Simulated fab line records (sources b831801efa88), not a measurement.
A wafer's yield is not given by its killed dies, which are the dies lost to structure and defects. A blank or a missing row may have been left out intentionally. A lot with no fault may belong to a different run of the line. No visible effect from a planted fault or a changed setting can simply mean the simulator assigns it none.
The tool behind it: which one? | flow gf180mcu | Sampling: 7 lots, 21 wafers, 3 of 602 route steps

== WHAT THE GAUGES SHOWED, per wafer ==
GF_VT_IMPLANT_TW_MEAS_43.
lot  | measured     | on            | VT_IMPLANT_4_TW
L524 | day 8 00:28  | film metro-02 | 680 676 681
L526 | day 8 15:40  | film metro-04 | 684 685 687
L529 | day 9 09:59  | film metro-03 | 683 681 680
L531 | day 10 01:17 | film metro-02 | 684 682 683
L537 | day 11 23:58 | film metro-03 | 30 30 30
L543 | day 13 08:26 | film metro-04 | 685 680 682
L545 | day 13 22:01 | film metro-03 | 687 685 685

== EACH LOT AND THE TOOL THAT RAN IT (in order: tool; ch and the chambers of the sampled wafers; start) ==
lot  | GF_MVSD_STRIP_10                    | GF_VT_IMPLANT_IMPLANT_41
L524 | plasma asher-01 ch 0,1, day 4 20:59 | implanter-01 ch 0, day 8 00:14
L526 | plasma asher-01 ch 0,1, day 5 10:23 | implanter-04 ch 0, day 8 15:26
L529 | plasma asher-01 ch 0,1, day 6 02:05 | implanter-03 ch 0, day 9 09:44
L531 | plasma asher-01 ch 0,1, day 6 14:04 | implanter-04 ch 0, day 10 01:02
L537 | plasma asher-03 ch 0, day 8 04:25   | implanter-01, day 11 23:43
L543 | plasma asher-02 ch 0,1, day 9 12:02 | implanter-04 ch 0, day 13 08:11
L545 | plasma asher-02 ch 0,1, day 9 23:20 | implanter-03 ch 0, day 13 21:46
- GF_MVSD_STRIP_10: strips in O2/N2.
- GF_VT_IMPLANT_IMPLANT_41

== THE ANSWER, worked out from the rows above alone ==
Rule: usual is defined by the lots themselves. Put in order of their means at a reading, lots are off if they are a third of the lots or fewer, leave a main group of 4 or more, and stand apart from it by a gap of 3 or more times the standard deviation of the main group's means; of several such gaps the widest counts. If all means in a main group match to the digits the tables above print for the reading, that group is not used. A lot without any number at a reading at which 4 lots or more have one is off too. Any other lot the step has rows for is counted as sound.
Off: at GF_VT_IMPLANT_TW_MEAS_43 (VT_IMPLANT_4_TW), L537. The main group: mean 683, standard deviation 2.3.
If a tool, at a process step before that reading, ran all the lots that are off and no sound lot after the first of them, it fits. The gauges at GF_VT_IMPLANT_TW_MEAS_43 are tried like those tools. This does not decide it: 2 tools fit, namely plasma asher-03 at GF_MVSD_STRIP_10 and implanter-01 at GF_VT_IMPLANT_IMPLANT_41.

== WHAT HAD BEEN PUT IN BY THE SIMULATOR ==
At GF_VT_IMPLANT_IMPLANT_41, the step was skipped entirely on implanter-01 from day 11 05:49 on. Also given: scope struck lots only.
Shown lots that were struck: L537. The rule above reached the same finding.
